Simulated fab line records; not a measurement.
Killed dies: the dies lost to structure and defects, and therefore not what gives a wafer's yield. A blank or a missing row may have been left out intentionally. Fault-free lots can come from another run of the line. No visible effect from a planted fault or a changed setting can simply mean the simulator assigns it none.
Which tool is to blame? | flow sfqLine | 14 lots, 42 wafers sampled, at 2 steps of a route of 325

== WHAT THE GAUGES READ, wafer by wafer ==
Not one reading of a measure or inspect step in the record can be checked against a usual standard deviation.

== TOOL THAT RAN EACH LOT (tool first, then ch and the chambers of the sampled wafers, then the start) ==
lot  | SFQ_TRILAYER_I6_DEP_PECVD_165   | SFQ_TRILAYER_I6_CMP_CMP_166
L184 | pecvd-03 ch 0,1,2, day 62 04:46 | cmp-01 ch 0,3, day 62 08:45
L186 | pecvd-03 ch 0,1,2, day 62 08:22 | cmp-02 ch 0,1, day 62 12:04
L188 | pecvd-01 ch 0,2, day 62 14:23   | cmp-01 ch 2,3, day 62 20:45
L191 | pecvd-03 ch 0,1,2, day 62 20:22 | cmp-02 ch 0,1,2, day 63 09:34
L193 | pecvd-02 ch 0,1,2, day 73 04:22 | cmp-02 ch 1,2,3, day 73 04:57
L194 | pecvd-01 ch 0,1, day 73 05:34   | cmp-01 ch 0,1, day 73 07:21
L196 | pecvd-01 ch 0,1,2, day 73 07:58 | cmp-02 ch 0,2,3, day 73 15:14
L198 | pecvd-03 ch 1,2, day 73 10:32   | cmp-02 ch 0,1,3, day 74 00:14
L200 | pecvd-02 ch 0,2, day 75 00:50   | cmp-01 ch 1,3, day 75 03:08
L202 | pecvd-03 ch 1,2, day 78 05:39   | cmp-02 ch 1,3, day 78 09:38
L203 | pecvd-01 ch 0,1,2, day 78 18:50 | cmp-02 ch 0,1,2, day 79 00:08
L205 | pecvd-01 ch 0,1,2, day 78 23:46 | cmp-02 ch 0,1,2, day 79 06:08
L206 | pecvd-01 ch 1,2, day 79 03:19   | cmp-02 ch 0,2,3, day 79 13:08
L207 | pecvd-02 ch 0,1,2, day 84 10:25 | cmp-02 ch 0,2,3, day 84 12:00
- SFQ_TRILAYER_I6_DEP_PECVD_165: deposits SiO2 from SiH4/N2O, time 111.11 s, target thk 500 nm.
- SFQ_TRILAYER_I6_CMP_CMP_166: polishes SiO2.

== AS READ BY THE TOOLS THEMSELVES (means over the sampled wafers that have a number; for cases with no such wafer, the mark the record gives instead) ==
SFQ_TRILAYER_I6_DEP_PECVD_165.
lot  | tool     | heaterPowerW (W) | rfFwdPowerW (W) | runLengthS (s) | throttleValvePct (%)
L184 | pecvd-03 | 82               | 182.1           | 138.8          | 23.7
L186 | pecvd-03 | 79               | 182.5           | 139.1          | 23.7
L188 | pecvd-01 | 80               | 182.6           | 138.8          | 25.4
L191 | pecvd-03 | 80               | 181.3           | 139.2          | 23.7
L193 | pecvd-02 | 83               | 182.5           | 139.0          | 25.6
L194 | pecvd-01 | 83               | 181.9           | 136.3          | 24.0
L196 | pecvd-01 | 85               | 182.4           | 136.6          | 25.0
L198 | pecvd-03 | 90               | 182.8           | 138.8          | 24.1
L200 | pecvd-02 | 58               | 182.3           | 139.4          | 25.9
L202 | pecvd-03 | 92               | 182.2           | 139.1          | 24.4
L203 | pecvd-01 | 86               | 182.5           | 138.8          | 25.5
L205 | pecvd-01 | 94               | 182.2           | 139.0          | 25.5
L206 | pecvd-01 | 94               | 182.6           | 139.0          | 26.9
L207 | pecvd-02 | 81               | 181.8           | 138.8          | 25.9

SFQ_TRILAYER_I6_CMP_CMP_166.
lot  | tool   | motorCurrentA (A) | timeToEndpointS (s)
L184 | cmp-01 | 10.0              | 220
L186 | cmp-02 | 9.6               | 210
L188 | cmp-01 | 11.1              | 224
L191 | cmp-02 | 10.2              | 208
L193 | cmp-02 | 9.5               | 218
L194 | cmp-01 | 10.4              | 200
L196 | cmp-02 | 9.8               | 210
L198 | cmp-02 | 9.2               | 219
L200 | cmp-01 | 11.4              | 215
L202 | cmp-02 | 9.4               | 221
L203 | cmp-02 | 10.1              | 215
L205 | cmp-02 | 10.2              | 209
L206 | cmp-02 | 9.4               | 205
L207 | cmp-02 | 9.6               | 204

== THE ANSWER, worked out from the rows above alone ==
Rule: the usual values come from the lots themselves. Put in order of their means at a reading, lots are off if they are a third of the lots or fewer, leave a main group of 4 or more, and stand apart from it by a gap of 3 or more times the standard deviation of the main group's means; of several such gaps the widest counts. The tables above print the reading to a certain number of digits; a main group whose means all agree to those digits is not used. Also off: a lot with no number at a reading for which 4 or more lots have one. Any other lot the step has rows for is counted as sound. First the gauges in route order, then the tools' own readings, where a lot's mean is used as printed above. The first step at which some lot is off is used, and at that step the reading that is off furthest; a lot without a number counts as furthest.
Off: L194, L196, at SFQ_TRILAYER_I6_DEP_PECVD_165 (runLengthS). For the main group the mean is 139.0 s and the standard deviation 0.19.
A tool fits if, at that step or a process step before it, it ran every lot that is off, and no sound lot after the first of them. Of those tried, none fits.

== WHAT THE SIMULATOR PUT IN ==
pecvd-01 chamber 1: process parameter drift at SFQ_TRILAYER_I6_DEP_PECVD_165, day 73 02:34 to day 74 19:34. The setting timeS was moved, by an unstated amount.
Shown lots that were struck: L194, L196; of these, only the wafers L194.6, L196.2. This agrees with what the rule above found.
